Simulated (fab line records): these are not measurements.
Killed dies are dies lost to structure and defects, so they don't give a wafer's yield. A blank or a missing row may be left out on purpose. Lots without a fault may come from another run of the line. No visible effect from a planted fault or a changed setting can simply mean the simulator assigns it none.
Which tool did it? + flow sky130 + 6 lots, 18 wafers sampled, at 2 steps of a route of 708

== WHAT THE GAUGES SHOWED, per wafer ==
SKY_CONTACT_THK_MEAS_03.
| lot  | measured     | on            | CONTACT_HDPCVD_THK (nm) |
|------|--------------|---------------|-------------------------|
| L799 | day 31 19:18 | film metro-04 | 564 554 559             |
| L801 | day 32 10:49 | film metro-02 | 559 566 568             |
| L808 | day 35 01:07 | film metro-04 | 573 574 573             |
| L810 | day 35 16:44 | film metro-03 | 566 566 566             |
| L814 | day 36 13:16 | film metro-02 | 679 686 687             |
| L816 | day 37 11:07 | film metro-02 | 674 671 667             |

== TOOL THAT RAN EACH LOT (tool first, then ch and the chambers of the sampled wafers, then the start) ==
| lot  | SKY_CONTACT_HDPCVD_02            |
|------|----------------------------------|
| L799 | hdpcvd-02 ch 0,2, day 31 19:14   |
| L801 | hdpcvd-02 ch 0,1,2, day 32 10:44 |
| L808 | hdpcvd-01 ch 0,1,2, day 35 01:01 |
| L810 | hdpcvd-02 ch 1,2, day 35 16:40   |
| L814 | hdpcvd-02 ch 0,2, day 36 13:11   |
| L816 | hdpcvd-02 ch 0,1, day 37 11:03   |
- SKY_CONTACT_HDPCVD_02: deposits SiO2, target thk 565 nm, time 94.2 s.

== THE ANSWER, worked out from the rows above alone ==
Rule: usual is defined by the lots themselves. Put in order of their means at a reading, lots are off if they are a third of the lots or fewer, leave a main group of 4 or more, and stand apart from it by a gap of 3 or more times the standard deviation of the main group's means; of several such gaps the widest counts. If all means in a main group match to the digits the tables above print for the reading, that group is not used. A lot without any number at a reading at which 4 lots or more have one is off too. Where the step has rows for the other lots, those lots are counted as sound.
Off: at SKY_CONTACT_THK_MEAS_03 (CONTACT_HDPCVD_THK), L814, L816. Mean 566 nm and standard deviation 5.1 in the main group.
If a tool, at a process step before that reading, ran all the lots that are off and no sound lot after the first of them, it fits. The gauges at SKY_CONTACT_THK_MEAS_03 are tried like those tools. Undecided on this evidence; 2 tools fit (hdpcvd-02 at SKY_CONTACT_HDPCVD_02, film metro-02 at SKY_CONTACT_THK_MEAS_03).

== WHAT THE SIMULATOR HAD PUT IN ==
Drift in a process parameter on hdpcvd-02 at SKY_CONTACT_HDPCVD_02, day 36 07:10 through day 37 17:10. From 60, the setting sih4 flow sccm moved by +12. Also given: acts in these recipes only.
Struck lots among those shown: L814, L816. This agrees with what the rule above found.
